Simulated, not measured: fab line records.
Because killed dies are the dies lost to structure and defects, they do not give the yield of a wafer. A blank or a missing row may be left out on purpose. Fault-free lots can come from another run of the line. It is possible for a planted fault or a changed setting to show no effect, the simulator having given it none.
Matching of chambers    flow sky130    rieDiel-03 running SKY_VIA3_ETCH_15: 4 sister chambers
The step etches SiO2 in C4F8/O2/Ar, stops on TiN, target depth 507 nm, time 78 s. 14 wafers are shown with their chamber, then 7 later ones without.

EACH WAFER AND ITS CHAMBER
wafer   chamber  oesProductAu (a.u.)
L074.1  3        0.950
L074.4  2        0.955
L074.5  3        0.948
L079.1  3        0.943
L079.3  2        0.948
L079.4  0        0.951
L084.1  1        0.955
L084.3  3        0.940
L084.5  1        0.946
L089.1  2        0.946
L089.4  1        0.951
L089.6  1        0.942
L091.1  0        0.947
L091.2  2        0.950

SIGNATURES, as means of the wafers listed above
reading       chamber 0  chamber 1  chamber 2  chamber 3  scatter within a chamber
oesProductAu  0.94900    0.94850    0.94975    0.94525    0.00461
Rule: for a wafer and a chamber, the distance is found by dividing, reading by reading, the gap between the wafer's reading and the chamber's mean by the reading's scatter, squaring, summing and taking the root. The wafer belongs to the nearest chamber; if the next one is less than 2 further off, it can't be placed. How the scatter is found: for the shown wafers, subtract from each reading the mean of its chamber, square and add these, divide the total by (wafers less chambers), then take the root.

WAFERS WHOSE CHAMBER IS MISSING
wafer   oesProductAu (a.u.)
L091.5  0.940
L094.1  0.946
L094.4  0.947
L094.5  0.952
L096.2  0.936
L096.3  0.945
L096.6  0.946

WHICH CHAMBER EACH ONE RAN IN
wafer   from the rows above                in truth
L091.5  can't be placed: 3 or 1 or 0 or 2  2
L094.1  can't be placed: 3 or 1 or 0 or 2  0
L094.4  can't be placed: 1 or 3 or 0 or 2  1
L094.5  can't be placed: 2 or 0 or 1 or 3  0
L096.2  can't be placed: 3 or 1 or 0 or 2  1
L096.3  can't be placed: 3 or 1 or 0 or 2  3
L096.6  can't be placed: 3 or 1 or 0 or 2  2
0 of 7 placed correctly. Can't be placed from these rows: 7 (the true chamber is among the candidates in 7). Wrongly placed: 0.
